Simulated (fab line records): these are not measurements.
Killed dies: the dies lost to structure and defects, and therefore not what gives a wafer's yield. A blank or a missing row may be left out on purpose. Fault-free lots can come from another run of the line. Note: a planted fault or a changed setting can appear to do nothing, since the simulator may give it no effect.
Which tool is to blame? -- flow gf180mcu -- 14 lots, 42 wafers sampled, at 2 steps of a route of 602

== WHAT EACH GAUGE READ, for each wafer ==
GF_SALICIDE_THK_MEAS_05: measures by xrf.
lot,measured,on,SALICIDE_TIN_THK (nm)
L401,day 14 19:28,filmMetro-01,20.20 19.95 20.23
L402,day 15 08:28,filmMetro-01,20.23 20.33 19.95
L403,day 15 10:58,filmMetro-01,20.48 20.20 20.33
L405,day 16 08:47,filmMetro-01,20.37 20.34 20.23
L406,day 16 19:43,filmMetro-03,20.74 20.63 20.12
L408,day 17 18:03,filmMetro-02,20.24 20.14 20.48
L409,day 17 18:49,filmMetro-02,20.16 20.20 20.51
L411,day 18 14:10,filmMetro-03,20.53 20.10 20.29
L415,day 20 09:19,filmMetro-02,20.73 20.60 20.49
L416,day 20 20:29,filmMetro-01,20.07 20.21 20.13
L421,day 22 12:47,filmMetro-01,20.53 20.74 20.69
L422,day 22 18:22,filmMetro-01,20.20 20.12 20.53
L423,day 23 02:08,filmMetro-02,20.24 20.70 20.35
L424,day 23 11:56,filmMetro-01,20.24 20.26 20.24

GF_CONTACT_RS_MEAS_25: the measuring method here is four-point-probe.
lot,measured,on,CONTACT_W_RS (ohm/sq)
L401,day 15 18:59,filmMetro-01,0.382 0.383 0.380
L402,day 16 08:12,filmMetro-03,0.380 0.383 0.385
L403,day 16 10:40,filmMetro-01,0.389 0.391 0.392
L405,day 17 09:23,filmMetro-04,0.397 0.389 0.386
L406,day 17 20:45,filmMetro-04,0.381 0.376 0.385
L408,day 18 18:39,filmMetro-01,0.386 0.384 0.386
L409,day 18 19:36,filmMetro-03,0.383 0.386 0.391
L411,day 19 15:35,filmMetro-04,0.382 0.389 0.383
L415,day 21 11:04,filmMetro-01,0.381 0.374 0.374
L416,day 21 22:17,filmMetro-01,0.394 0.394 0.383
L421,day 23 13:41,filmMetro-04,0.371 0.367 0.373
L422,day 23 18:35,filmMetro-01,0.382 0.371 0.372
L423,day 24 01:52,filmMetro-01,0.390 0.384 0.385
L424,day 24 11:56,filmMetro-01,0.385 0.386 0.386

== EACH LOT AND THE TOOL THAT RAN IT (in order: tool; ch and the chambers of the sampled wafers; start) ==
Before these readings, the record contains no process step.

== WHAT THE TOOLS THEMSELVES READ (means of the sampled wafers that have a number; where no wafer has one, the mark that the record gives instead) ==
The record holds no such reading with a usual standard deviation.

== THE ANSWER, worked out from the rows above alone ==
Rule: the usual values come from the lots themselves. Put in order of their means at a reading, lots are off if they are a third of the lots or fewer, leave a main group of 4 or more, and stand apart from it by a gap of 3 or more times the standard deviation of the main group's means; of several such gaps the widest counts. If all means in a main group match to the digits the tables above print for the reading, that group is not used. A lot without any number at a reading at which 4 lots or more have one is off too. Any other lot the step has rows for is counted as sound. Order of review: gauges by route order, followed by the tools' own readings, for which a lot's mean as printed above is used. At the first step where some lot is off, the reading lying furthest off is the one used; lots without a number count as furthest.
Nothing can be told from this: no lot is off at any reading shown.

== WHAT WAS PUT IN BY THE SIMULATOR ==
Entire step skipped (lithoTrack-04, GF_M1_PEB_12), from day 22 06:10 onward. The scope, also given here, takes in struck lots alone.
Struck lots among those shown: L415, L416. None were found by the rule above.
